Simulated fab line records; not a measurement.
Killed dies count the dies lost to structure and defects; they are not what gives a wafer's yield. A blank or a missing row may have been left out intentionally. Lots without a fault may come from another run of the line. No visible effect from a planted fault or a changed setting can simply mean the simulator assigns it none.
One fault through the eyes of 2 desks | flow gf180mcu | only its own numbers are on each desk; what lay behind them is given at the end

## AT THE TOOL OWNER'S DESK: implanter-01
The tool's own readings at GF_HV_LDD_IMPLANT_21, given as means over the sampled wafers that have a number, one for each lot that went through this tool. A lot is out of limits, marked OUT, if its mean lies more than 4 standard deviations from the usual mean; the brackets give that distance.
Columns: A = beamEnergyKeV at GF_HV_LDD_IMPLANT_21, usual 24.999
lot  | first seen here | A
L900 | day 13 13:38    | 25.003
L906 | day 16 03:42    | 25.346 (+46) OUT
L909 | day 16 09:12    | 25.328 (+44) OUT
This desk's verdict: out of limits on L906, L909, starting with L906 at day 16 03:42 (beamEnergyKeV at GF_HV_LDD_IMPLANT_21). L900 stayed within limits.

## AT THE METROLOGY DESK
What the gauges read for every lot (on any tool): the sampled wafers with a number, averaged. A lot is out of limits, marked OUT, if its mean lies more than 4 standard deviations from the usual mean; the brackets give that distance.
Columns: A = HV_LDD_TW at GF_HV_LDD_TW_MEAS_11, usual 2407; B = cdNm at GF_HV_LDD_CD_MEAS_19, usual 400.4 nm; C = HV_LDD_01_OVL at GF_HV_LDD_OVL_MEAS_20, usual 0.5 nm
lot  | first seen here | A    | B     | C
L900 | day 12 16:57    | 2394 | 400.3 | 1.6
L902 | day 13 06:19    | 2400 | 401.2 | 0.6
L907 | day 15 05:04    | 2410 | 402.5 | -0.8
L906 | day 15 05:55    | 2388 | 405.2 | 1.5
L909 | day 15 11:55    | 2415 | 402.3 | 1.9
L913 | day 17 05:31    | 2441 | 400.0 | -0.0
Result from this desk: across the 6 lots, nothing is out of limits.

## TAKEN TOGETHER
On L906, L909, at day 16 03:42, an alarm was possible from the tool owner's desk.
At the metrology desk, nothing out of limits was observed.
The metrology desk holds a record of L906, L909, inside its limits.
GF_HV_LDD_IMPLANT_21 was run on implanter-01 by each of the lots named.

## WHAT THE SIMULATOR HAD PUT IN
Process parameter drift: implanter-01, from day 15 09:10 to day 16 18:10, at GF_HV_LDD_IMPLANT_21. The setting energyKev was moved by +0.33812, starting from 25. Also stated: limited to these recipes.
Shown lots that were struck: L906, L909.
How many hours passed from the start of the fault until each desk's first out-of-limits reading: the tool owner's desk, 19.
